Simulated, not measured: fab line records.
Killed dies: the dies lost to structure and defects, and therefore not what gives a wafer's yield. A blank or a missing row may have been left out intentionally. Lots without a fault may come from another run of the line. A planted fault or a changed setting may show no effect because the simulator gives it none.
The tool behind it: which one?    flow gf180mcu    6 lots with 18 wafers sampled at 3 steps, on a route of 602 steps

## WHAT THE GAUGES SHOWED, per wafer
GF_V4_OVL_MEAS_15.
lot   measured      on          V4_OVL (nm)
L883  day 25 04:05  overlay-02  -2 1 -7
L885  day 25 23:13  overlay-01  -5 -1 -3
L890  day 27 13:59  overlay-02  4 -5 8
L899  day 30 01:19  overlay-02  3 2 2
L900  day 30 10:26  overlay-02  -14 -12 -11
L904  day 31 13:26  overlay-01  80 91 86

## WHAT TOOL EACH LOT RAN ON (gives the tool, then ch and the chambers of the sampled wafers, and finally the start)
lot   GF_M4_SPUTTER_01              GF_V4_EXPOSE_11
L883  pvd sputter-01, day 23 06:11  krf scanner-01 ch 0, day 24 17:32
L885  pvd sputter-03, day 24 01:50  krf scanner-02 ch 0, day 25 12:53
L890  pvd sputter-01, day 25 19:52  krf scanner-01 ch 0, day 27 03:46
L899  pvd sputter-02, day 28 09:34  krf scanner-01 ch 0, day 29 15:32
L900  pvd sputter-02, day 28 18:08  krf scanner-02 ch 0, day 30 01:14
L904  pvd sputter-02, day 29 23:49  krf scanner-01 ch 0, day 31 04:38
- GF_M4_SPUTTER_01: material TiN, target thk 30 nm, time 25 s.
- GF_V4_EXPOSE_11: exposes mask Via4, target cd 260 nm.

## THE ANSWER, worked out from the rows above alone
Rule: the lots themselves supply what counts as usual. The widest of any qualifying gaps counts: lots, ordered by their means at a reading, are off when they make up no more than a third of the lots, leave a main group of 4 or more, and stand apart from it by 3 or more times the standard deviation of that group's means. Not used: any main group whose means are identical at the precision the tables above print for the reading. A lot without any number at a reading at which 4 lots or more have one is off too. The other lots that the step has rows for count as sound.
Off: at GF_V4_OVL_MEAS_15 (V4_OVL), L904. Mean -3 nm and standard deviation 5.4 in the main group.
If a tool, at a process step before that reading, ran all the lots that are off and no sound lot after the first of them, it fits. The gauges at GF_V4_OVL_MEAS_15 are tried like those tools. Can't be told from this: 3 tools fit, pvd sputter-02 at GF_M4_SPUTTER_01, krf scanner-01 at GF_V4_EXPOSE_11, overlay-01 at GF_V4_OVL_MEAS_15.

## WHAT THE SIMULATOR PUT IN
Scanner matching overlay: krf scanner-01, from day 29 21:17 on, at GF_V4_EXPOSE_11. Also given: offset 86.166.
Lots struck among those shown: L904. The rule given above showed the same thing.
